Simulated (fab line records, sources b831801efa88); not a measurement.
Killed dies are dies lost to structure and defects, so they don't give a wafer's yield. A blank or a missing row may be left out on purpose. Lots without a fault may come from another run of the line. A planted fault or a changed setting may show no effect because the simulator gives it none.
Which tool did it? | flow gf180mcu | 13 lots, 36 wafers sampled, at 1 step of a route of 602

WHAT THE GAUGES READ, wafer by wafer
GF_STI_THK_MEAS_02. Usual: STI_OXIDATION_THK 9.95 nm, standard deviation 0.19.
lot  | measured    | on            | STI_OXIDATION_THK (nm) | flag
L385 | day 1 11:31 | film_metro-02 | 9.92 9.95 9.92         |
L386 | day 1 17:49 | film_metro-03 | 9.98 9.89 9.90         |
L387 | day 1 21:31 | film_metro-02 | 9.94 9.82 9.87         |
L388 | day 2 02:32 | film_metro-01 | 9.97 9.95 9.95         |
L390 | day 2 13:52 | film_metro-02 | 9.70 9.66              |
L392 | day 2 22:35 | film_metro-03 | 10.09 10.18 10.10      |
L393 | day 3 04:47 | film_metro-02 | 9.75 9.91              |
L396 | day 3 19:11 | film_metro-01 | 9.77 9.83              |
L398 | day 4 04:31 | film_metro-02 | 9.83 9.71 9.93         |
L400 | day 4 14:49 | film_metro-02 | 10.22 10.11 10.39      |
L401 | day 4 19:31 | film_metro-03 | 10.29 10.45 10.23      |
L407 | day 6 01:31 | film_metro-02 | 9.84 9.91 9.91         |
L408 | day 6 06:32 | film_metro-02 | 10.27 10.29 10.42      |

WHICH TOOL RAN EACH LOT (tool, then ch and the chambers of the sampled wafers, then the start)
The record holds no process step before these readings.

WHAT THE TOOLS THEMSELVES READ (means of the sampled wafers that have a number; where no wafer has one, the mark that the record gives instead)
The record holds no such reading with a usual standard deviation.

THE ANSWER, worked out from the rows above alone
Rule: a lot is off if the mean of its wafers that have a number lies more than 3 standard deviations from the usual mean. A lot without any number at a reading at which 4 lots or more have one is off too. The other lots that the step has rows for count as sound. The gauges are gone through in route order, then the tools' own readings, and for those a lot's mean is taken as printed above. The first step at which some lot is off is used, and at that step the reading that is off furthest; a lot without a number counts as furthest.
No lot is off at any reading shown: from this, nothing can be told.

WHAT THE SIMULATOR HAD PUT IN
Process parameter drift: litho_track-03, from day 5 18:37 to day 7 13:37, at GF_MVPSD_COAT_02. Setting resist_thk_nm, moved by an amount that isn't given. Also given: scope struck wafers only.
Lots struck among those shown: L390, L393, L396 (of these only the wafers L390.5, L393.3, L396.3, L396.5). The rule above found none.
